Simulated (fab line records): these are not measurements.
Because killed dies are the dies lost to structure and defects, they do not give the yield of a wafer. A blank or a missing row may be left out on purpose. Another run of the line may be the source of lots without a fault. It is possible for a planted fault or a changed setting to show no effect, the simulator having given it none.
fab line records | flow gf180mcu
record: lots: 12 | wafers: 36 | lastDay: 34
route steps=602 shown CONTACT@288 M1@317
lots that met no fault: taken from a fault-free run of the same line
startH: the number of hours between the record's first day and the start of the first shown wafer of the lot | waitH: hours from the lot's prior step to this one | " the same as in the row above | L1.1+2: a single row standing in for several wafers | - no value present, or no start provided | * or withheld: withheld | < > ~ a bound
route shown NAME@n: NAME is a module with steps in the file, n the number in the route of the first one | usual: the fault-free wafers' mean and standard deviation | same: alike in all rows | chamber/n: place in a boat | sites: readings site by site | _std_site: standard deviation across them | _edge_site: outer sites' mean less inner sites' | radiusMm: for every site, how far away it sits from the centre of the wafer | mask NAME#n: copy n | behind: the most recent tool/chamber to have shaped the wafer | hold: reason for holding the lot/hours on hold/outcome of the hold | device: the transistor (n, p or np) that didn't switch | end of line: the tests these same wafers got at the end of their route | a step given without rows: its recipe and nothing more | killed: at the first sort, the dies lost to defects and structure; wafer yield is something else | map: shows each die of a wafer: x if killed, . if not, _ if none is there
set.NAME: the setting that was run; set.NAME@STEP: the one run at that earlier step | model.NAME: the simulator's own value behind a step, which no gauge read
one table for each step of the route and one row for each wafer, over a sample of lots
services: the hour from which a tool's chamber was out of use, counted from the record's first day as startH (under 0 if before that day), plus the number of hours and why
== steps ==
step: GF_CONTACT_THK_MEAS_01
recipe: reads: SiO2_of_CONTACT_CVD_00
usual: CONTACT_CVD_00_THK: 300/3.4
lot.wafer | tool         | chamber | startH | waitH | CONTACT_CVD_00_THK[nm]
L161.1    | filmMetro-04 | -       | 355.34 | 0.0   | 297
L161.4    | "            | -       | "      | "     | 301
L161.5    | "            | -       | "      | "     | 301
L162.1    | filmMetro-04 | -       | 363.75 | 0.0   | 300
L162.3    | "            | -       | "      | "     | 298
L162.4    | "            | -       | "      | "     | 302
L163.1    | filmMetro-03 | -       | 372.31 | 0.0   | 308
L163.5    | "            | -       | "      | "     | 308
L163.6    | "            | -       | "      | "     | 305
L164.2    | filmMetro-01 | -       | 383.49 | 0.0   | 299
L164.5    | "            | -       | "      | "     | 298
L164.6    | "            | -       | "      | "     | 301
L168.2    | filmMetro-03 | -       | 422.83 | 0.1   | 301
L168.3    | "            | -       | "      | "     | 303
L168.6    | "            | -       | "      | "     | 297
L169.3    | filmMetro-03 | -       | 426.72 | 0.0   | 297
L169.4    | "            | -       | "      | "     | 296
L169.6    | "            | -       | "      | "     | 300
L170.3    | filmMetro-03 | -       | 434.57 | 0.0   | 299
L170.4    | "            | -       | "      | "     | 300
L170.5    | "            | -       | "      | "     | 302
L171.1    | filmMetro-03 | -       | 446.74 | 0.0   | 303
L171.3    | "            | -       | "      | "     | 302
L171.4    | "            | -       | "      | "     | 298
L179.2    | filmMetro-01 | -       | 513.31 | 0.0   | 296
L179.3    | "            | -       | "      | "     | 298
L179.4    | "            | -       | "      | "     | 299
L180.1    | filmMetro-04 | -       | 519.18 | 0.0   | 303
L180.3    | "            | -       | "      | "     | 301
L180.6    | "            | -       | "      | "     | 302
L181.2    | filmMetro-03 | -       | 529.41 | 0.0   | 296
L181.3    | "            | -       | "      | "     | 300
L181.4    | "            | -       | "      | "     | 298
L182.1    | filmMetro-03 | -       | 535.86 | 0.0   | 302
L182.2    | "            | -       | "      | "     | 300
L182.5    | "            | -       | "      | "     | 299
step: GF_CONTACT_CD_MEAS_14
recipe: targetCdNm: 220
usual: cdNm: 220.0/1.3
lot.wafer | tool     | chamber | startH | waitH | cdNm
L161.1    | cdSem-02 | -       | 378.27 | 0.1   | 221.1
L161.4    | "        | -       | "      | "     | 221.1
L161.5    | "        | -       | "      | "     | 220.8
L162.1    | cdSem-02 | -       | 387.63 | 0.1   | 218.3
L162.3    | "        | -       | "      | "     | 218.8
L162.4    | "        | -       | "      | "     | 218.2
L163.1    | cdSem-02 | -       | 395.72 | 0.1   | 221.4
L163.5    | "        | -       | "      | "     | 220.7
L163.6    | "        | -       | "      | "     | 220.7
L164.2    | cdSem-02 | -       | 406.86 | 0.1   | 219.5
L164.5    | "        | -       | "      | "     | 219.8
L164.6    | "        | -       | "      | "     | 219.9
L168.2    | cdSem-01 | -       | 446.24 | 0.1   | 219.1
L168.3    | "        | -       | "      | "     | 218.1
L168.6    | "        | -       | "      | "     | 218.0
L169.3    | cdSem-01 | -       | 451.18 | 0.1   | 220.2
L169.4    | "        | -       | "      | "     | 219.5
L169.6    | "        | -       | "      | "     | 220.8
L170.3    | cdSem-02 | -       | 459.48 | 0.1   | 220.1
L170.4    | "        | -       | "      | "     | 220.1
L170.5    | "        | -       | "      | "     | 221.4
L171.1    | cdSem-01 | -       | 470.74 | 0.1   | 219.0
L171.3    | "        | -       | "      | "     | 219.2
L171.4    | "        | -       | "      | "     | 219.0
L179.2    | cdSem-02 | -       | 536.81 | 0.1   | 220.7
L179.3    | "        | -       | "      | "     | 220.1
L179.4    | "        | -       | "      | "     | 219.4
L180.1    | cdSem-02 | -       | 542.04 | 0.1   | 218.3
L180.3    | "        | -       | "      | "     | 219.6
L180.6    | "        | -       | "      | "     | 219.6
L181.2    | cdSem-02 | -       | 552.14 | 0.1   | 217.5
L181.3    | "        | -       | "      | "     | 219.3
L181.4    | "        | -       | "      | "     | 219.7
L182.1    | cdSem-02 | -       | 559.04 | 0.1   | 220.4
L182.2    | "        | -       | "      | "     | 220.3
L182.5    | "        | -       | "      | "     | 221.1
step: GF_CONTACT_CVD_24
recipe: material: W | targetThkNm: 300 | timeS: 90.339 | tempC: 400 | pressureTorr: 40
usual: heaterPowerOuterW: 522/64 | heaterPowerW: 864/100 | susceptorTempC: 399.98/0.25
same: timeS: 90.339
lot.wafer | tool    | chamber | startH | waitH | heaterPowerOuterW | heaterPowerW | susceptorTempC
L161.1    | cvdW-01 | 1       | 378.99 | 0.0   | 541               | 885          | 399.77
L161.4    | "       | 1       | "      | "     | 536               | 873          | 399.59
L161.5    | "       | 0       | "      | "     | 494               | 831          | 400.05
L162.1    | cvdW-02 | 0       | 388.37 | 0.0   | 536               | 817          | 399.34
L162.3    | "       | 0       | "      | "     | 541               | 854          | 399.68
L162.4    | "       | 1       | "      | "     | 629               | 1039         | 400.55
L163.1    | cvdW-02 | 1       | 396.45 | 0.0   | 606               | 1036         | 399.90
L163.5    | "       | 0       | "      | "     | 545               | 850          | 400.09
L163.6    | "       | 1       | "      | "     | 623               | 1023         | 399.84
L164.2    | cvdW-02 | 1       | 407.56 | 0.0   | 618               | 1041         | 399.95
L164.5    | "       | 0       | "      | "     | 555               | 844          | 400.07
L164.6    | "       | 1       | "      | "     | 636               | 1021         | 399.89
L168.2    | cvdW-01 | 1       | 446.94 | 0.0   | 511               | 868          | 399.93
L168.3    | "       | 1       | "      | "     | 508               | 858          | 399.64
L168.6    | "       | 1       | "      | "     | 500               | 858          | 399.69
L169.3    | cvdW-01 | 0       | 451.89 | 0.1   | 428               | 756          | 400.04
L169.4    | "       | 1       | "      | "     | 525               | 907          | 407.45
L169.6    | "       | 1       | "      | "     | 514               | 918          | 407.52
L170.3    | cvdW-01 | 0       | 460.20 | 0.1   | 440               | 740          | 399.81
L170.4    | "       | 1       | "      | "     | 524               | 900          | 407.69
L170.5    | "       | 1       | "      | "     | 540               | 908          | 407.66
L171.1    | cvdW-01 | 0       | 471.45 | 0.0   | 440               | 720          | 399.84
L171.3    | "       | 1       | "      | "     | 546               | 912          | 407.83
L171.4    | "       | 0       | "      | "     | 443               | 702          | 399.61
L179.2    | cvdW-02 | 0       | 537.51 | 0.0   | 544               | 877          | 400.41
L179.3    | "       | 0       | "      | "     | 545               | 848          | 400.27
L179.4    | "       | 1       | "      | "     | 629               | 1031         | 399.82
L180.1    | cvdW-02 | 1       | 542.75 | 0.0   | 633               | 1049         | 400.11
L180.3    | "       | 1       | "      | "     | 622               | 1034         | 400.15
L180.6    | "       | 1       | "      | "     | 627               | 1060         | 399.97
L181.2    | cvdW-01 | 1       | 552.84 | 0.0   | 509               | 872          | 400.58
L181.3    | "       | 0       | "      | "     | 441               | 730          | 400.07
L181.4    | "       | 1       | "      | "     | 510               | 872          | 400.14
L182.1    | cvdW-01 | 1       | 559.95 | 0.0   | 504               | 877          | 400.41
L182.2    | "       | 0       | "      | "     | 446               | 746          | 399.76
L182.5    | "       | 0       | "      | "     | 434               | 741          | 399.85
step: GF_CONTACT_RS_MEAS_25
recipe: thkMeasGauge: four-point-probe | reads: W_of_CONTACT_CVD_24+TiN_of_CONTACT_SPUTTER_23+Ti_of_CONTACT_SPUTTER_22
usual: CONTACT_W_RS: 0.381/0.0087
lot.wafer | tool         | chamber | startH | waitH | CONTACT_W_RS[ohm/sq]
L161.1    | filmMetro-04 | -       | 379.09 | 0.1   | 0.366
L161.4    | "            | -       | "      | "     | 0.369
L161.5    | "            | -       | "      | "     | 0.385
L162.1    | filmMetro-04 | -       | 388.47 | 0.1   | 0.387
L162.3    | "            | -       | "      | "     | 0.394
L162.4    | "            | -       | "      | "     | 0.390
L163.1    | filmMetro-01 | -       | 396.55 | 0.1   | 0.389
L163.5    | "            | -       | "      | "     | 0.389
L163.6    | "            | -       | "      | "     | 0.390
L164.2    | filmMetro-01 | -       | 407.68 | 0.1   | 0.393
L164.5    | "            | -       | "      | "     | 0.384
L164.6    | "            | -       | "      | "     | 0.391
L168.2    | filmMetro-04 | -       | 447.06 | 0.1   | 0.373
L168.3    | "            | -       | "      | "     | 0.370
L168.6    | "            | -       | "      | "     | 0.367
L169.3    | filmMetro-03 | -       | 451.99 | 0.1   | 0.380
L169.4    | "            | -       | "      | "     | 0.322
L169.6    | "            | -       | "      | "     | 0.319
L170.3    | filmMetro-01 | -       | 460.30 | 0.1   | 0.386
L170.4    | "            | -       | "      | "     | 0.324
L170.5    | "            | -       | "      | "     | 0.323
L171.1    | filmMetro-01 | -       | 471.55 | 0.1   | 0.382
L171.3    | "            | -       | "      | "     | 0.319
L171.4    | "            | -       | "      | "     | 0.380
L179.2    | filmMetro-04 | -       | 537.63 | 0.1   | 0.390
L179.3    | "            | -       | "      | "     | 0.390
L179.4    | "            | -       | "      | "     | 0.400
L180.1    | filmMetro-03 | -       | 542.85 | 0.1   | 0.386
L180.3    | "            | -       | "      | "     | 0.389
L180.6    | "            | -       | "      | "     | 0.393
L181.2    | filmMetro-03 | -       | 552.99 | 0.1   | 0.370
L181.3    | "            | -       | "      | "     | 0.380
L181.4    | "            | -       | "      | "     | 0.367
L182.1    | filmMetro-03 | -       | 560.05 | 0.1   | 0.372
L182.2    | "            | -       | "      | "     | 0.383
L182.5    | "            | -       | "      | "     | 0.384
step: GF_CONTACT_THK_MEAS_26
recipe: thkMeasGauge: xrf | reads: W_of_CONTACT_CVD_24
usual: CONTACT_W_THK: 299/6.7
lot.wafer | tool         | chamber | startH | waitH | CONTACT_W_THK[nm]
L161.1    | filmMetro-04 | -       | 379.21 | 0.1   | 311
L161.4    | "            | -       | "      | "     | 309
L161.5    | "            | -       | "      | "     | 297
L162.1    | filmMetro-04 | -       | 388.59 | 0.1   | 297
L162.3    | "            | -       | "      | "     | 289
L162.4    | "            | -       | "      | "     | 292
L163.1    | filmMetro-01 | -       | 396.67 | 0.1   | 291
L163.5    | "            | -       | "      | "     | 293
L163.6    | "            | -       | "      | "     | 290
L164.2    | filmMetro-01 | -       | 407.79 | 0.1   | 288
L164.5    | "            | -       | "      | "     | 295
L164.6    | "            | -       | "      | "     | 290
L168.2    | filmMetro-04 | -       | 447.17 | 0.1   | 306
L168.3    | "            | -       | "      | "     | 309
L168.6    | "            | -       | "      | "     | 311
L169.3    | filmMetro-03 | -       | 452.09 | 0.1   | 300
L169.4    | "            | -       | "      | "     | 349
L169.6    | "            | -       | "      | "     | 356
L170.3    | filmMetro-01 | -       | 460.40 | 0.1   | 293
L170.4    | "            | -       | "      | "     | 349
L170.5    | "            | -       | "      | "     | 349
L171.1    | filmMetro-01 | -       | 471.67 | 0.1   | 295
L171.3    | "            | -       | "      | "     | 351
L171.4    | "            | -       | "      | "     | 297
L179.2    | filmMetro-04 | -       | 537.74 | 0.1   | 295
L179.3    | "            | -       | "      | "     | 293
L179.4    | "            | -       | "      | "     | 289
L180.1    | filmMetro-03 | -       | 542.97 | 0.1   | 296
L180.3    | "            | -       | "      | "     | 296
L180.6    | "            | -       | "      | "     | 294
L181.2    | filmMetro-03 | -       | 553.10 | 0.1   | 311
L181.3    | "            | -       | "      | "     | 302
L181.4    | "            | -       | "      | "     | 313
L182.1    | filmMetro-03 | -       | 560.17 | 0.1   | 307
L182.2    | "            | -       | "      | "     | 300
L182.5    | "            | -       | "      | "     | 299
step: GF_CONTACT_CMP_27
recipe: stopOn: SiO2 | downForcePsi: 3.5 | platenRpm: 60 | tOverpolishS: 15 | targetThkNm: 0 | padVelocityMS: 0.94248
usual: motorCurrentA: 11.3/1.5 | timeToEndpointS: 72.5/2.9
lot.wafer | tool   | chamber | startH | waitH | motorCurrentA | timeToEndpointS
L161.1    | cmp-01 | 3       | 379.27 | 0.1   | 14.5          | 75.4
L161.4    | "      | 1       | "      | "     | 10.3          | 74.9
L161.5    | "      | 0       | "      | "     | 13.3          | 67.3
L162.1    | cmp-01 | 2       | 388.70 | 0.1   | 10.8          | 66.1
L162.3    | "      | 3       | "      | "     | 13.9          | 70.4
L162.4    | "      | 0       | "      | "     | 12.9          | 68.1
L163.1    | cmp-01 | 0       | 396.83 | 0.1   | 12.7          | 71.8
L163.5    | "      | 2       | "      | "     | 10.4          | 66.4
L163.6    | "      | 3       | "      | "     | 14.3          | 67.5
L164.2    | cmp-02 | 0       | 407.99 | 0.2   | 10.9          | 66.5
L164.6    | "      | 1       | "      | "     | 10.0          | 69.3
L164.5    | "      | 2       | "      | "     | 10.9          | 72.3
L168.2    | cmp-02 | 2       | 447.23 | 0.1   | 10.7          | 73.2
L168.3    | "      | 1       | "      | "     | 10.5          | 70.6
L168.6    | "      | 3       | "      | "     | 8.9           | 71.5
L169.3    | cmp-02 | 3       | 452.18 | 0.1   | 9.4           | 69.2
L169.4    | "      | 1       | "      | "     | 10.3          | 85.5
L169.6    | "      | 3       | "      | "     | 8.9           | 83.0
L170.3    | cmp-01 | 0       | 460.44 | 0.0   | 13.7          | 70.7
L170.4    | "      | 3       | "      | "     | 14.0          | 88.6
L170.5    | "      | 1       | "      | "     | 10.7          | 85.3
L171.3    | cmp-02 | 1       | 471.73 | 0.0   | 9.9           | 83.5
L171.1    | "      | 3       | "      | "     | 9.2           | 71.6
L171.4    | "      | 0       | "      | "     | 11.2          | 70.7
L179.2    | cmp-02 | 1       | 537.84 | 0.1   | 10.2          | 68.9
L179.3    | "      | 2       | "      | "     | 10.7          | 73.1
L179.4    | "      | 3       | "      | "     | 9.6           | 68.4
L180.3    | cmp-02 | 3       | 543.08 | 0.1   | 10.0          | 72.7
L180.1    | "      | 0       | "      | "     | 11.4          | 71.0
L180.6    | "      | 3       | "      | "     | 9.5           | 70.6
L181.3    | cmp-02 | 1       | 553.41 | 0.3   | 9.8           | 75.4
L181.2    | "      | 2       | "      | "     | 10.7          | 76.5
L181.4    | "      | 3       | "      | "     | 9.5           | 76.9
L182.1    | cmp-02 | 0       | 560.23 | 0.1   | 10.5          | 71.2
L182.2    | "      | 2       | "      | "     | 11.4          | 72.5
L182.5    | "      | 0       | "      | "     | 11.8          | 72.0
step: GF_M1_SPUTTER_02
recipe: material: AlCu | targetThkNm: 450 | powerW: 10600 | timeS: 23.9 | chamberPressurePa: 0.4
usual: throttleValvePct: 30.1/1.2
same: timeS: 23.9
lot.wafer | tool          | chamber | startH | waitH | throttleValvePct
L161.1    | pvdSputter-04 | -       | 379.70 | 0.0   | 28.5
L161.4    | "             | -       | "      | "     | 31.5
L161.5    | "             | -       | "      | "     | 31.3
L162.1    | pvdSputter-04 | -       | 389.08 | 0.0   | 31.3
L162.3    | "             | -       | "      | "     | 28.3
L162.4    | "             | -       | "      | "     | 31.2
L163.1    | pvdSputter-04 | -       | 397.16 | 0.0   | 31.3
L163.5    | "             | -       | "      | "     | 28.6
L163.6    | "             | -       | "      | "     | 31.4
L164.2    | pvdSputter-04 | -       | 408.28 | 0.0   | 31.3
L164.5    | "             | -       | "      | "     | 28.6
L164.6    | "             | -       | "      | "     | 31.3
L168.2    | pvdSputter-03 | -       | 447.66 | 0.0   | 29.8
L168.3    | "             | -       | "      | "     | 30.0
L168.6    | "             | -       | "      | "     | 30.1
L169.3    | pvdSputter-03 | -       | 452.56 | 0.0   | 28.2
L169.4    | "             | -       | "      | "     | 30.2
L169.6    | "             | -       | "      | "     | 30.4
L170.3    | pvdSputter-03 | -       | 460.87 | 0.0   | 30.0
L170.4    | "             | -       | "      | "     | 30.0
L170.5    | "             | -       | "      | "     | 29.6
L171.1    | pvdSputter-04 | -       | 472.16 | 0.0   | 30.7
L171.3    | "             | -       | "      | "     | 29.0
L171.4    | "             | -       | "      | "     | 31.3
L179.2    | pvdSputter-04 | -       | 538.22 | 0.0   | 30.9
L179.3    | "             | -       | "      | "     | 31.1
L179.4    | "             | -       | "      | "     | 28.6
L180.1    | pvdSputter-03 | -       | 543.46 | 0.0   | 29.5
L180.3    | "             | -       | "      | "     | 30.1
L180.6    | "             | -       | "      | "     | 29.8
L181.2    | pvdSputter-01 | -       | 553.84 | 0.0   | 31.0
L181.3    | "             | -       | "      | "     | 30.1
L181.4    | "             | -       | "      | "     | 30.6
L182.1    | pvdSputter-04 | -       | 560.66 | 0.0   | 30.8
L182.2    | "             | -       | "      | "     | 31.2
L182.5    | "             | -       | "      | "     | 31.4
== services ==
tool          | chamber | startH | hours | kind
cmp-02        | -       | 363.16 | 7.7   | repair
cvdW-01       | -       | 390.00 | 14.0  | pm
cvdW-01       | 0       | 390.00 | 14.0  | ventCycle
cvdW-01       | 1       | 390.00 | 14.0  | ventCycle
cvdW-01       | 0       | 404.00 | -     | clean
cvdW-01       | 1       | 404.00 | -     | clean
cmp-01        | -       | 404.28 | 4.0   | pm
pvdSputter-03 | -       | 415.81 | 3.2   | repair
cvdW-02       | -       | 420.89 | 1.5   | repair
cmp-02        | -       | 422.97 | 6.7   | pm
cmp-02        | -       | 441.38 | 4.1   | repair
cmp-02        | -       | 458.83 | 0.3   | repair
cvdW-02       | 0       | 461.37 | 10.4  | repair
cmp-02        | -       | 464.26 | 1.7   | repair
cmp-01        | -       | 465.98 | 5.2   | pm
cmp-02        | -       | 477.84 | 2.4   | repair
cmp-02        | -       | 485.09 | 5.7   | repair
cvdW-02       | -       | 514.50 | 14.6  | pm
pvdSputter-04 | 1       | 515.81 | -     | consumableReplace:kit
pvdSputter-04 | 1       | 515.81 | 18.0  | scheduledDown
pvdSputter-04 | 1       | 515.81 | 18.0  | ventCycle
cmp-01        | -       | 525.76 | 1.0   | repair
cvdW-02       | -       | 548.40 | 0.8   | repair
cmp-01        | -       | 552.41 | 8.6   | pm
== key ==
firstSign: step: GF_CONTACT_CVD_24 | reading: susceptorTempC | direction: up | sigmas: 31 | usual: * | struck: *
effect: step: GF_CONTACT_RS_MEAS_25 | reading: CONTACT_W_RS | direction: down | sigmas: 6.9 | usual: 0.381 | struck: 0.321
effect: step: GF_CONTACT_THK_MEAS_26 | reading: CONTACT_W_THK | direction: up | sigmas: 7.7 | usual: 299 | struck: 351
effect: step: GF_CONTACT_CMP_27 | reading: timeToEndpointS | direction: up | sigmas: 4.4 | usual: * | struck: *
metAt GF_CONTACT_CVD_24
struckLots L169,L170,L171
struckWafers L169.4,L169.6,L170.4,L170.5,L171.3
testerLeftOut L169,L170,L171
notActingAt GF_CONTACT_THK_MEAS_01,GF_CONTACT_CD_MEAS_14,GF_M1_SPUTTER_02
onsetBetween 446.94 451.89
fault: kind: processParameterDrift | tool: cvdW-01 | chamber: 1 | onsetH: 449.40 | steps: GF_CONTACT_CVD_24 | channel: tempC | offset: * | shape: step | endH: 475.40 | actsIn: * | stated: *
testerLeftOut: of these lots the tester's yield and bins aren't shown, on N5 and GAA mostly nor the transistor test; their killed dies are dies lost to structure and defects alone, not to doping, threshold or leakage, so they don't give the yield
